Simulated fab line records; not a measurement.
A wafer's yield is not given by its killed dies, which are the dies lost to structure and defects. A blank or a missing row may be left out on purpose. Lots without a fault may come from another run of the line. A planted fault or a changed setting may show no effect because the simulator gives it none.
fab line records	flow sky130
[record] lots = 12	wafers = 36	lastDay = 49
route steps=708 shown VIA3@597 CAP2M@607 PASSIVATION@693 PAD_OPEN@707
lots with no fault: from the same line, run without faults
startH: the number of hours between the record's first day and the start of the first shown wafer of the lot	waitH: how many hours have passed since the lot's step before this one	" the same as in the row above	L1.1+2: a row that stands for several wafers	- no value, or no start was given	* or withheld: withheld	< > ~ a bound
route shown NAME@n: names a module that has steps shown in the file, with the first one's number in the route	usual: mean/standard deviation taken from wafers without a fault	same: alike in all rows	chamber/n: place in a boat	sites: per-site readings	_std_site: the standard deviation of these	_edge_site: outer sites' mean less inner sites'	radiusMm: how far each site lies from the wafer's centre	mask NAME#n: copy n	behind: the last tool/chamber to shape the wafer	hold: what put the lot on hold/how long, in hours/how the hold closed	device: the transistor (n, p or np) that didn't switch	end of line: the tests these same wafers got at the end of their route	a step with no rows: only its recipe	killed: the dies lost at the first sort to structure and to defects; this is not the yield of the wafer	map: per-die view of a wafer (x killed, . not killed, _ where there is no die)
set.NAME: the setting that was run; set.NAME@STEP: the one run at that earlier step	model.NAME: the simulator's own value behind a step, which no gauge read
a sample of lots followed through the steps of the route, with each step as a table and each wafer as a row
services: when a tool's chamber went out of use (startH, in hours from the record's first day, below 0 if earlier), for how many hours, and the reason
[[steps]]
[step SKY_VIA3_CMP_24]
[recipe] stopOn = SiO2	tOverpolishS = 20	downForcePsi = 3.5	platenRpm = 60	targetThkNm = 0	padVelocityMS = 0.94248
[usual] motorCurrentA = 11.3/1.4	overpolishRunS = 19.999/0.009	slurryFlowMlMin = 150.0/0.47	timeToEndpointS = 95/4.6
lot.wafer	tool	chamber	startH	waitH	motorCurrentA	overpolishRunS	slurryFlowMlMin	timeToEndpointS
L283.1	cmp-02	2	928.03	0.1	12.7	19.991	150.1	91
L283.2	"	3	"	"	10.6	19.997	149.9	85
L283.3	"	0	"	"	10.3	20.002	148.7	92
L284.1	cmp-02	1	932.68	0.1	10.7	20.009	150.2	92
L284.3	"	2	"	"	12.5	20.012	149.0	94
L284.6	"	1	"	"	11.0	20.004	150.5	91
L285.4	cmp-02	1	944.77	0.1	11.1	19.991	150.1	95
L285.6	"	1	"	"	10.9	19.993	149.7	94
L285.5	"	2	"	"	12.1	19.982	150.3	98
L286.2	cmp-02	3	961.60	0.0	11.2	19.992	150.0	89
L286.3	"	0	"	"	10.1	19.995	149.7	102
L286.1	"	2	"	"	12.6	19.988	149.9	101
L287.1	cmp-01	0	962.75	0.1	11.5	19.991	149.9	93
L287.2	"	3	"	"	11.6	20.015	150.8	100
L287.5	"	0	"	"	12.0	20.012	150.2	94
L288.2	cmp-02	1	969.73	0.1	10.3	19.986	149.0	97
L288.3	"	2	"	"	12.9	19.999	149.8	101
L288.6	"	3	"	"	11.2	19.998	150.2	95
L293.4	cmp-01	1	1000.43	0.0	13.3	19.996	150.5	94
L293.3	"	2	"	"	8.2	20.008	150.2	83
L293.6	"	1	"	"	13.8	19.991	150.1	93
L292.4	cmp-02	3	1005.65	0.1	11.1	19.997	150.6	87
L292.3	"	0	"	"	9.5	20.003	151.3	96
L292.5	"	2	"	"	12.3	20.006	149.7	96
L295.2	cmp-02	3	1013.31	0.0	10.8	20.005	150.0	88
L295.4	"	0	"	"	9.6	20.018	149.8	99
L295.3	"	1	"	"	12.1	19.997	150.5	95
L296.3	cmp-02	3	1023.32	0.0	11.2	19.999	150.0	88
L296.1	"	1	"	"	11.2	20.018	150.7	93
L296.4	"	2	"	"	12.3	20.012	149.6	94
L299.4	cmp-02	3	1037.39	0.1	11.1	19.992	150.4	88
L299.3	"	0	"	"	10.1	19.981	150.4	94
L299.2	"	1	"	"	10.5	19.999	149.4	92
L303.3	cmp-01	0	1061.89	0.1	12.2	20.003	150.1	96
L303.2	"	1	"	"	13.4	19.993	149.4	96
L303.5	"	3	"	"	12.0	19.999	150.1	99
[step SKY_CAP2M_THK_MEAS_04]
[recipe] thkMeasGauge = xrf	reads = TiN_of_CAP2M_SPUTTER_02
[usual] CAP2M_TIN_THK = 202.2/2.1
lot.wafer	tool	chamber	startH	waitH	CAP2M_TIN_THK[nm]
L283.1	filmMetro-02	-	928.79	0.1	199.9
L283.2	"	-	"	"	201.3
L283.3	"	-	"	"	202.6
L284.1	filmMetro-03	-	933.40	0.1	199.3
L284.3	"	-	"	"	202.1
L284.6	"	-	"	"	200.1
L285.4	filmMetro-02	-	945.56	0.1	200.3
L285.5	"	-	"	"	198.7
L285.6	"	-	"	"	201.4
L286.1	filmMetro-01	-	962.36	0.1	202.1
L286.2	"	-	"	"	200.6
L286.3	"	-	"	"	200.6
L287.1	filmMetro-03	-	963.51	0.1	203.4
L287.2	"	-	"	"	203.5
L287.5	"	-	"	"	202.2
L288.2	filmMetro-01	-	970.41	0.1	201.1
L288.3	"	-	"	"	200.7
L288.6	"	-	"	"	199.3
L293.3	filmMetro-01	-	1001.21	0.1	198.8
L293.4	"	-	"	"	200.1
L293.6	"	-	"	"	198.0
L292.3	filmMetro-02	-	1006.39	0.1	200.5
L292.4	"	-	"	"	198.9
L292.5	"	-	"	"	201.9
L295.2	filmMetro-01	-	1014.09	0.1	202.7
L295.3	"	-	"	"	203.1
L295.4	"	-	"	"	204.0
L296.1	filmMetro-02	-	1024.08	0.1	206.9
L296.3	"	-	"	"	205.7
L296.4	"	-	"	"	205.7
L299.2	filmMetro-02	-	1038.11	0.1	201.3
L299.3	"	-	"	"	202.5
L299.4	"	-	"	"	202.5
L303.2	filmMetro-02	-	1062.56	0.1	201.6
L303.3	"	-	"	"	202.4
L303.5	"	-	"	"	200.2
[step SKY_PASSIVATION_STRIP_12]
[recipe] chemistry = O2/N2	powerW = 1400	pressureMtorr = 1500	platenTempC = withheld	overashFraction = 0.7	o2FlowSccm = 3000	n2FlowSccm = 300
[usual] drypumpMotorCurrentA = 5.6/0.52	oesProductAu = 0.661/0.005	stripTimeToEndpointS = 31.58/0.13
lot.wafer	tool	chamber	startH	waitH	drypumpMotorCurrentA	oesProductAu	rfHoursCounterH	stripTimeToEndpointS
L283.1	plasmaAsher-01	1	1050.67	0.1	5.7	0.667	124	31.74
L283.2	"	0	"	"	6.3	0.662	124	31.46
L283.3	"	0	"	"	6.3	0.666	-	31.48
L284.1	plasmaAsher-02	0	1053.42	0.1	4.8	0.667	89	31.53
L284.3	"	0	"	"	4.8	0.658	-	31.61
L284.6	"	1	"	"	5.8	0.657	-	31.60
L285.4	plasmaAsher-01	1	1066.05	0.1	5.6	0.663	-	31.47
L285.5	"	1	"	"	5.7	0.663	-	31.42
L285.6	"	0	"	"	6.3	0.652	-	31.41
L286.1	plasmaAsher-04	0	1079.75	0.1	6.0	0.657	66	31.61
L286.2	"	1	"	"	5.9	0.665	66	31.75
L286.3	"	0	"	"	6.0	0.666	-	31.67
L287.1	plasmaAsher-02	0	1081.57	0.1	4.8	0.651	92	31.51
L287.2	"	1	"	"	5.8	0.660	92	31.43
L287.5	"	1	"	"	5.8	0.660	-	31.66
L288.2	plasmaAsher-02	1	1087.25	0.1	5.8	0.659	93	31.66
L288.3	"	0	"	"	4.8	0.670	-	31.70
L288.6	"	0	"	"	4.8	0.660	-	31.60
L293.3	plasmaAsher-02	1	1113.33	0.1	5.8	0.655	-	31.81
L293.4	"	0	"	"	4.8	0.667	-	31.80
L293.6	"	1	"	"	5.8	0.657	-	31.69
L292.3	plasmaAsher-02	1	1118.16	0.1	5.8	0.665	-	31.57
L292.4	"	0	"	"	4.8	0.661	-	31.73
L292.5	"	1	"	"	5.8	0.650	-	31.53
L295.2	plasmaAsher-01	0	1125.87	0.1	6.3	0.655	6	31.57
L295.3	"	1	"	"	5.7	0.663	-	31.63
L295.4	"	0	"	"	6.3	0.653	-	31.54
L296.1	plasmaAsher-02	1	1133.15	0.1	5.8	0.668	98	31.54
L296.3	"	1	"	"	5.8	0.661	-	31.47
L296.4	"	0	"	"	4.8	0.661	-	31.32
L299.2	plasmaAsher-02	0	1145.22	0.1	4.8	0.660	99	31.56
L299.3	"	1	"	"	5.8	0.654	-	31.63
L299.4	"	0	"	"	4.8	0.659	-	31.52
L303.2	plasmaAsher-04	0	1165.85	0.1	6.0	0.660	73	31.51
L303.3	"	0	"	"	6.0	0.662	-	31.51
L303.5	"	0	"	"	6.0	0.652	-	31.57
[step SKY_PAD_OPEN_BOW_MEAS_13]
[recipe] mode = bow
[usual] PAD_OPEN_BOW = 46/8.1
lot.wafer	tool	chamber	startH	waitH	PAD_OPEN_BOW[um]
L283.1	filmMetro-01	-	1073.86	-	45
L283.2	"	-	"	"	46
L283.3	"	-	"	"	43
L284.1	filmMetro-01	-	1077.02	-	37
L284.3	"	-	"	"	39
L284.6	"	-	"	"	49
L285.4	filmMetro-03	-	1089.53	-	55
L285.5	"	-	"	"	40
L285.6	"	-	"	"	42
L286.1	filmMetro-02	-	1102.79	-	56
L286.2	"	-	"	"	52
L286.3	"	-	"	"	43
L287.1	filmMetro-01	-	1103.72	-	49
L287.2	"	-	"	"	45
L287.5	"	-	"	"	53
L288.2	filmMetro-02	-	1110.39	-	25
L288.3	"	-	"	"	41
L288.6	"	-	"	"	31
L293.3	filmMetro-01	-	1134.77	-	48
L293.4	"	-	"	"	50
L293.6	"	-	"	"	55
L292.3	filmMetro-03	-	1139.11	-	42
L292.4	"	-	"	"	40
L292.5	"	-	"	"	34
L295.2	filmMetro-03	-	1146.84	-	50
L295.3	"	-	"	"	40
L295.4	"	-	"	"	48
L296.1	filmMetro-01	-	1153.32	-	46
L296.3	"	-	"	"	62
L296.4	"	-	"	"	53
L299.2	filmMetro-01	-	1165.34	-	49
L299.3	"	-	"	"	49
L299.4	"	-	"	"	51
L303.2	filmMetro-03	-	1184.28	-	50
L303.3	"	-	"	"	57
L303.5	"	-	"	"	61
[step SKY_PAD_OPEN_PROBE_99]
[usual] defectLimitedYield = 82.7/2.1	killed_at_M0_to_M3 = 43/7.2	killed_at_M4_up = 3.2/1.8	killedAtContacts = 23/5.6	killedAtFrontEnd = 15/4.6	killedAtOther = 0.3/0.71	killedDies = 85/10	killedOnRim = 16/4.1	killedOpen = 46/7.8	killedShort = 38/6.5	sort_bin_3_pad_short = 0.8/0.38	sort_bin_5_function = 10.2/1.5	sort_bin_6_memory = 6.3/1.2	sortNPass = 407/10	sortYieldPct = 82.7/2.1
[same] grossDies = 492	killedAtBackSide = 0	sort_bin_4_leakage[%] = 0	sort_bin_8_speed[%] = 0
lot.wafer	tool	chamber	startH	waitH	defectLimitedYield[%]	killed_at_M0_to_M3	killed_at_M4_up	killedAtContacts	killedAtFrontEnd	killedAtOther	killedDies	killedOnRim	killedOpen	killedShort	sort_bin_3_pad_short[%]	sort_bin_5_function[%]	sort_bin_6_memory[%]	sortNPass	sortYieldPct[%]
L283.1	prober-01	-	1073.98	0.1	85.4	28	6	21	17	0	72	11	33	39	1.0	7.5	6.1	420	85.4
L283.2	prober-01	-	1074.03	0.1	80.5	43	2	27	23	1	96	17	56	38	1.0	9.6	8.9	396	80.5
L283.3	prober-01	-	1074.08	0.2	85.8	24	3	19	24	0	70	18	26	43	0.8	8.9	4.5	422	85.8
L284.1	prober-02	-	1077.14	0.1	85.4	39	1	19	13	0	72	11	35	37	0.8	8.3	5.5	420	85.4
L284.3	prober-02	-	1077.24	0.2	82.3	43	3	26	14	1	87	17	50	36	0.8	10.6	6.3	405	82.3
L284.6	prober-02	-	1077.39	0.2	82.9	57	4	10	10	3	84	14	41	40	0.6	10.4	6.1	408	82.9
L285.4	prober-01	-	1089.74	0.2	82.1	37	5	33	13	0	88	29	46	42	0.8	10.0	7.1	404	82.1
L285.5	prober-01	-	1089.79	0.2	81.3	52	0	18	22	0	92	20	54	38	0.4	11.8	6.5	400	81.3
L285.6	prober-01	-	1089.84	0.2	80.5	54	5	22	15	0	96	23	56	39	0.6	11.2	7.7	396	80.5
L286.1	prober-02	-	1102.91	0.1	86.2	43	2	17	6	0	68	17	35	32	0.6	7.3	5.9	424	86.2
L286.2	prober-02	-	1102.96	0.1	80.9	49	5	27	13	0	94	13	51	43	1.0	11.2	6.9	398	80.9
L286.3	prober-02	-	1103.01	0.2	84.1	39	5	18	16	0	78	18	40	37	0.6	10.0	5.3	414	84.1
L287.1	prober-02	-	1103.84	0.1	83.5	38	7	18	18	0	81	14	41	39	0.8	9.8	5.9	411	83.5
L287.2	prober-02	-	1103.89	0.1	80.7	59	2	26	8	0	95	16	60	35	0.6	10.8	7.9	397	80.7
L287.5	prober-02	-	1104.04	0.2	83.1	43	7	19	13	1	83	13	43	40	0.8	9.1	6.9	409	83.1
L288.2	prober-02	-	1110.54	0.1	84.1	45	2	16	15	0	78	13	35	43	0.2	9.6	6.1	414	84.1
L288.3	prober-02	-	1110.59	0.2	81.7	49	4	23	14	0	90	19	46	44	0.8	11.0	6.5	402	81.7
L288.6	prober-02	-	1110.74	0.2	81.9	46	2	32	9	0	89	16	49	40	1.0	12.0	5.1	403	81.9
L293.3	prober-01	-	1134.95	0.2	84.6	30	3	24	19	0	76	17	41	35	0.2	9.3	5.9	416	84.6
L293.4	prober-01	-	1135.00	0.2	81.7	48	1	23	18	0	90	16	57	33	0.4	11.2	6.7	402	81.7
L293.6	prober-01	-	1135.10	0.2	84.3	44	1	17	15	0	77	14	40	37	1.0	7.3	7.3	415	84.3
L292.3	prober-02	-	1139.29	0.2	82.3	44	4	22	17	0	87	15	42	45	0.4	11.2	6.1	405	82.3
L292.4	prober-02	-	1139.34	0.2	83.7	40	4	19	16	1	80	12	32	46	1.0	11.0	4.3	412	83.7
L292.5	prober-02	-	1139.39	0.2	81.7	44	3	24	19	0	90	17	41	49	1.0	10.2	7.1	402	81.7
L295.2	prober-01	-	1146.99	0.1	82.3	39	4	25	19	0	87	17	40	46	1.0	11.6	5.1	405	82.3
L295.3	prober-01	-	1147.04	0.2	47.4	226	0	16	17	0	259	56	42	26	3.3	33.3	16.1	233	47.4
L295.4	prober-01	-	1147.09	0.2	81.1	49	3	17	23	1	93	11	53	40	1.0	10.2	7.7	399	81.1
L296.1	prober-02	-	1153.44	0.1	50.8	214	2	17	9	0	242	39	29	24	3.3	32.3	13.6	250	50.8
L296.3	prober-02	-	1153.54	0.2	82.9	48	2	18	16	0	84	16	53	31	0.4	9.6	7.1	408	82.9
L296.4	prober-02	-	1153.59	0.2	82.9	38	1	37	8	0	84	12	59	25	1.2	9.6	6.3	408	82.9
L299.2	prober-01	-	1165.49	0.1	47.2	231	3	16	10	0	260	54	25	29	5.3	31.5	16.1	232	47.2
L299.3	prober-01	-	1165.54	0.2	81.1	46	3	29	14	1	93	25	49	43	1.6	11.4	5.9	399	81.1
L299.4	prober-01	-	1165.59	0.2	85.0	40	2	22	9	1	74	13	46	27	0.4	9.8	4.9	418	85.0
L303.2	prober-02	-	1184.43	0.1	81.9	38	6	29	16	0	89	14	52	37	0.4	11.0	6.7	403	81.9
L303.3	prober-02	-	1184.48	0.2	78.5	54	6	28	18	0	106	20	64	41	1.4	11.0	9.1	386	78.5
L303.5	prober-02	-	1184.58	0.2	83.3	47	2	22	11	0	82	13	48	33	0.6	10.4	5.7	410	83.3
// killed by level:class
L283.1 CONTACT:geometricParticle:open=7 FIELD_ISO:geometricParticle:short=6 LI_CONTACT:geometricParticle:open=5 CONTACT:geometricParticle:short=5 METAL1:geometricParticle:short=5 VIA2:geometricParticle:open=5 LOCAL_INTERCONNECT:geometricParticle:short=4 FIELD_ISO:geometricParticle:open=4
L283.2 CONTACT:geometricParticle:open=10 VIA1:geometricParticle:open=9 VIA2:geometricParticle:open=7 VIA1:geometricParticle:short=7 LI_CONTACT:geometricParticle:open=6 FIELD_ISO:geometricParticle:open=5 POLY_GATE:geometricParticle:open=5 CONTACT:geometricParticle:short=5
L283.3 FIELD_ISO:geometricParticle:short=12 CONTACT:geometricParticle:open=8 POLY_GATE:geometricParticle:short=6 VIA3:geometricParticle:open=5 LI_CONTACT:geometricParticle:short=3 LI_CONTACT:geometricParticle:open=3 LOCAL_INTERCONNECT:geometricParticle:short=3 METAL2:geometricParticle:short=3
L284.1 METAL1:geometricParticle:short=11 VIA3:geometricParticle:open=7 VIA1:geometricParticle:open=6 LI_CONTACT:geometricParticle:open=5 POLY_GATE:geometricParticle:short=4 LOCAL_INTERCONNECT:geometricParticle:short=4 CONTACT:geometricParticle:open=4 FIELD_ISO:geometricParticle:open=3
L284.3 CONTACT:geometricParticle:open=12 VIA1:geometricParticle:open=11 VIA3:geometricParticle:open=8 POLY_GATE:geometricParticle:open=5 METAL2:geometricParticle:short=5 FIELD_ISO:geometricParticle:short=4 LI_CONTACT:geometricParticle:short=4 LOCAL_INTERCONNECT:geometricParticle:short=4
L284.6 VIA1:geometricParticle:open=12 METAL2:geometricParticle:short=9 METAL1:geometricParticle:short=7 VIA3:geometricParticle:open=6 VIA2:geometricParticle:open=6 VIA3:geometricParticle:short=6 VIA1:geometricParticle:short=5 FIELD_ISO:geometricParticle:short=3
L285.4 LI_CONTACT:geometricParticle:open=12 CONTACT:geometricParticle:open=11 METAL2:geometricParticle:short=6 VIA3:geometricParticle:open=6 LOCAL_INTERCONNECT:geometricParticle:short=5 VIA1:geometricParticle:short=5 VIA2:geometricParticle:open=5 VIA2:geometricParticle:short=4
L285.5 VIA1:geometricParticle:open=17 CONTACT:geometricParticle:open=9 METAL2:geometricParticle:short=6 VIA1:geometricParticle:short=6 VIA3:geometricParticle:open=6 FIELD_ISO:geometricParticle:short=5 SPACER:geometricParticle:short=5 VIA2:geometricParticle:open=5
L285.6 VIA1:geometricParticle:open=19 CONTACT:geometricParticle:open=9 LI_CONTACT:geometricParticle:open=7 FIELD_ISO:geometricParticle:short=6 VIA1:geometricParticle:short=5 LOCAL_INTERCONNECT:geometricParticle:short=5 METAL2:geometricParticle:short=5 METAL4:geometricParticle:short=5
L286.1 METAL2:geometricParticle:short=7 LI_CONTACT:geometricParticle:open=6 VIA1:geometricParticle:open=6 METAL1:geometricParticle:short=5 METAL3:geometricParticle:short=5 CONTACT:geometricParticle:open=4 VIA2:geometricParticle:short=4 VIA3:geometricParticle:short=4
L286.2 VIA3:geometricParticle:open=10 LI_CONTACT:geometricParticle:open=8 CONTACT:geometricParticle:short=7 VIA1:geometricParticle:open=7 VIA2:geometricParticle:open=7 CONTACT:geometricParticle:open=6 METAL2:geometricParticle:short=6 METAL1:geometricParticle:short=5
L286.3 VIA1:geometricParticle:open=14 LI_CONTACT:geometricParticle:open=7 FIELD_ISO:geometricParticle:open=5 FIELD_ISO:geometricParticle:short=5 METAL1:geometricParticle:short=5 VIA2:geometricParticle:short=5 LOCAL_INTERCONNECT:geometricParticle:short=4 VIA1:geometricParticle:short=3
L287.1 VIA1:geometricParticle:open=11 POLY_GATE:geometricParticle:short=6 CONTACT:geometricParticle:open=6 VIA1:geometricParticle:short=6 LI_CONTACT:geometricParticle:open=5 VIA2:geometricParticle:open=4 METAL1:geometricParticle:short=4 METAL2:geometricParticle:short=4
L287.2 VIA1:geometricParticle:open=14 CONTACT:geometricParticle:open=9 VIA2:geometricParticle:open=9 LI_CONTACT:geometricParticle:open=8 VIA1:geometricParticle:short=8 VIA3:geometricParticle:open=8 METAL2:geometricParticle:short=6 CONTACT:geometricParticle:short=4
L287.5 VIA1:geometricParticle:open=12 CONTACT:geometricParticle:open=7 LI_CONTACT:geometricParticle:open=5 LOCAL_INTERCONNECT:geometricParticle:short=5 METAL1:geometricParticle:short=5 VIA1:geometricParticle:short=5 METAL2:geometricParticle:short=5 VIA3:geometricParticle:short=5
L288.2 METAL2:geometricParticle:short=7 CONTACT:geometricParticle:open=6 METAL1:geometricParticle:short=6 VIA3:geometricParticle:short=6 VIA3:geometricParticle:open=6 VIA1:geometricParticle:open=5 VIA1:geometricParticle:short=5 VIA2:geometricParticle:open=4
L288.3 VIA3:geometricParticle:open=10 METAL2:geometricParticle:short=9 CONTACT:geometricParticle:open=8 CONTACT:geometricParticle:short=6 VIA1:geometricParticle:open=6 LI_CONTACT:geometricParticle:open=5 VIA2:geometricParticle:open=5 VIA3:geometricParticle:short=5
L288.6 CONTACT:geometricParticle:open=15 VIA1:geometricParticle:open=9 CONTACT:geometricParticle:short=8 VIA1:geometricParticle:short=7 VIA2:geometricParticle:open=7 METAL1:geometricParticle:short=5 METAL2:geometricParticle:short=5 VIA3:geometricParticle:open=5
L293.3 LI_CONTACT:geometricParticle:open=7 FIELD_ISO:geometricParticle:open=5 CONTACT:geometricParticle:open=5 VIA2:geometricParticle:open=5 FIELD_ISO:geometricParticle:short=4 LI_CONTACT:geometricParticle:short=4 CONTACT:geometricParticle:short=4 VIA1:geometricParticle:open=4
L293.4 VIA2:geometricParticle:open=11 VIA3:geometricParticle:open=10 CONTACT:geometricParticle:open=9 VIA1:geometricParticle:open=7 POLY_GATE:geometricParticle:open=5 METAL1:geometricParticle:open=4 LI_CONTACT:geometricParticle:open=4 CONTACT:geometricParticle:short=4
L293.6 VIA1:geometricParticle:open=9 VIA3:geometricParticle:open=8 CONTACT:geometricParticle:open=6 POLY_GATE:geometricParticle:short=5 VIA2:geometricParticle:open=5 LOCAL_INTERCONNECT:geometricParticle:short=5 VIA2:geometricParticle:short=5 VIA1:geometricParticle:short=4
L292.3 CONTACT:geometricParticle:open=9 FIELD_ISO:geometricParticle:short=7 VIA3:geometricParticle:open=7 METAL1:geometricParticle:short=6 VIA3:geometricParticle:short=5 LOCAL_INTERCONNECT:geometricParticle:short=5 VIA1:geometricParticle:open=5 METAL2:geometricParticle:short=5
L292.4 VIA1:geometricParticle:short=9 CONTACT:geometricParticle:short=7 METAL1:geometricParticle:short=6 VIA1:geometricParticle:open=6 CONTACT:geometricParticle:open=5 LI_CONTACT:geometricParticle:open=5 FIELD_ISO:geometricParticle:short=4 VIA2:geometricParticle:open=4
L292.5 METAL2:geometricParticle:short=10 VIA3:geometricParticle:open=8 LI_CONTACT:geometricParticle:short=7 LI_CONTACT:geometricParticle:open=7 CONTACT:geometricParticle:short=5 VIA1:geometricParticle:open=5 VIA1:geometricParticle:short=5 SPACER:geometricParticle:open=4
L295.2 VIA1:geometricParticle:open=8 CONTACT:geometricParticle:open=8 FIELD_ISO:geometricParticle:short=7 LI_CONTACT:geometricParticle:open=6 VIA3:geometricParticle:open=6 CONTACT:geometricParticle:short=5 LOCAL_INTERCONNECT:geometricParticle:short=5 METAL2:geometricParticle:short=5
L295.3 VIA3:unspecified=190 VIA2:geometricParticle:open=11 VIA1:geometricParticle:open=7 CONTACT:geometricParticle:open=6 LI_CONTACT:geometricParticle:short=5 VIA2:geometricParticle:short=4 FIELD_ISO:geometricParticle:open=3 POLY_GATE:geometricParticle:open=3
L295.4 VIA1:geometricParticle:open=17 POLY_GATE:geometricParticle:open=9 CONTACT:geometricParticle:open=7 METAL2:geometricParticle:short=7 METAL3:geometricParticle:short=6 VIA1:geometricParticle:short=5 POLY_GATE:geometricParticle:short=4 LOCAL_INTERCONNECT:geometricParticle:short=4
L296.1 VIA3:unspecified=189 VIA1:geometricParticle:open=8 VIA2:geometricParticle:open=6 LI_CONTACT:geometricParticle:open=5 CONTACT:geometricParticle:short=5 CONTACT:geometricParticle:open=4 VIA3:geometricParticle:open=4 FIELD_ISO:geometricParticle:short=3
L296.3 VIA2:geometricParticle:open=12 VIA1:geometricParticle:open=10 LI_CONTACT:geometricParticle:open=6 LOCAL_INTERCONNECT:geometricParticle:short=6 METAL2:geometricParticle:short=5 CONTACT:geometricParticle:open=4 VIA3:geometricParticle:open=4 FIELD_ISO:geometricParticle:open=3
L296.4 CONTACT:geometricParticle:open=17 LI_CONTACT:geometricParticle:open=10 VIA2:geometricParticle:open=10 VIA3:geometricParticle:open=8 VIA1:geometricParticle:open=6 LOCAL_INTERCONNECT:geometricParticle:short=5 CONTACT:geometricParticle:short=5 VIA3:geometricParticle:short=5
L299.2 VIA3:unspecified=205 VIA3:geometricParticle:open=6 LI_CONTACT:geometricParticle:open=5 VIA1:geometricParticle:short=5 VIA1:geometricParticle:open=5 LI_CONTACT:geometricParticle:short=4 CONTACT:geometricParticle:open=4 FIELD_ISO:geometricParticle:short=3
L299.3 VIA1:geometricParticle:open=11 LI_CONTACT:geometricParticle:open=9 METAL1:geometricParticle:short=7 LOCAL_INTERCONNECT:geometricParticle:short=6 CONTACT:geometricParticle:open=6 VIA2:geometricParticle:open=6 VIA1:geometricParticle:short=5 LI_CONTACT:geometricParticle:short=5
L299.4 VIA1:geometricParticle:open=15 CONTACT:geometricParticle:open=7 LI_CONTACT:geometricParticle:open=6 VIA3:geometricParticle:open=6 CONTACT:geometricParticle:short=5 VIA2:geometricParticle:open=5 POLY_GATE:geometricParticle:open=3 METAL2:geometricParticle:short=3
L303.2 CONTACT:geometricParticle:open=13 VIA1:geometricParticle:open=10 LI_CONTACT:geometricParticle:open=8 VIA3:geometricParticle:open=7 METAL1:geometricParticle:short=5 VIA1:geometricParticle:short=5 FIELD_ISO:geometricParticle:short=4 FIELD_ISO:geometricParticle:open=4
L303.3 CONTACT:geometricParticle:open=13 VIA3:geometricParticle:open=11 VIA1:geometricParticle:open=9 VIA2:geometricParticle:open=8 METAL2:geometricParticle:short=7 LI_CONTACT:geometricParticle:open=7 METAL1:geometricParticle:short=6 FIELD_ISO:geometricParticle:short=5
L303.5 VIA1:geometricParticle:open=12 VIA3:geometricParticle:open=8 CONTACT:geometricParticle:open=7 LI_CONTACT:geometricParticle:open=6 METAL3:geometricParticle:short=6 VIA2:geometricParticle:open=6 METAL2:geometricParticle:short=5 POLY_GATE:geometricParticle:open=4
[[services]]
tool	chamber	startH	hours	kind
cmp-01	-	912.25	4.0	pm
cmp-01	-	916.25	-	consumableReplace:conditioner
cmp-01	-	927.50	0.7	repair
cmp-01	-	928.57	6.1	pm
plasmaAsher-02	-	929.35	5.5	repair
cmp-02	-	968.46	0.4	repair
plasmaAsher-04	-	977.56	0.6	repair
plasmaAsher-02	-	985.82	14.6	pm
cmp-02	-	990.53	1.0	repair
cmp-02	-	1004.42	0.9	repair
cmp-01	-	1006.89	4.5	pm
plasmaAsher-01	-	1055.25	9.0	pm
cmp-02	-	1058.96	8.2	pm
cmp-02	-	1068.67	4.4	repair
cmp-02	-	1084.04	4.0	pm
cmp-02	-	1088.04	-	consumableReplace:conditioner
cmp-02	-	1088.04	-	consumableReplace:pad
cmp-01	-	1112.05	1.0	repair
plasmaAsher-04	-	1118.71	14.6	pm
cmp-01	-	1119.14	1.0	repair
plasmaAsher-04	-	1133.31	2.8	pm
cmp-02	-	1141.98	0.9	repair
plasmaAsher-02	-	1143.26	1.8	repair
cmp-02	-	1149.61	1.3	repair
[[key]]
[firstSign] step = SKY_PAD_OPEN_PROBE_99	reading = killed_at_M0_to_M3	direction = up	sigmas = 25	usual = 43	struck = 224
[effect] step = SKY_PAD_OPEN_PROBE_99	reading = defectLimitedYield	direction = down	sigmas = 16	usual = 82.7	struck = 48.4
metAt SKY_VIA3_CMP_24
struckLots L295,L296,L299
struckWafers L295.3,L296.1,L299.2
notActingAt SKY_CAP2M_THK_MEAS_04,SKY_PASSIVATION_STRIP_12,SKY_PAD_OPEN_BOW_MEAS_13
onsetBetween 969.73 1013.31
[fault] kind = chamberParticleSource	tool = cmp-02	chamber = 1	onsetH = 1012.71	steps = SKY_VIA3_CMP_24	ratePerVisitCm2 = 1.0045
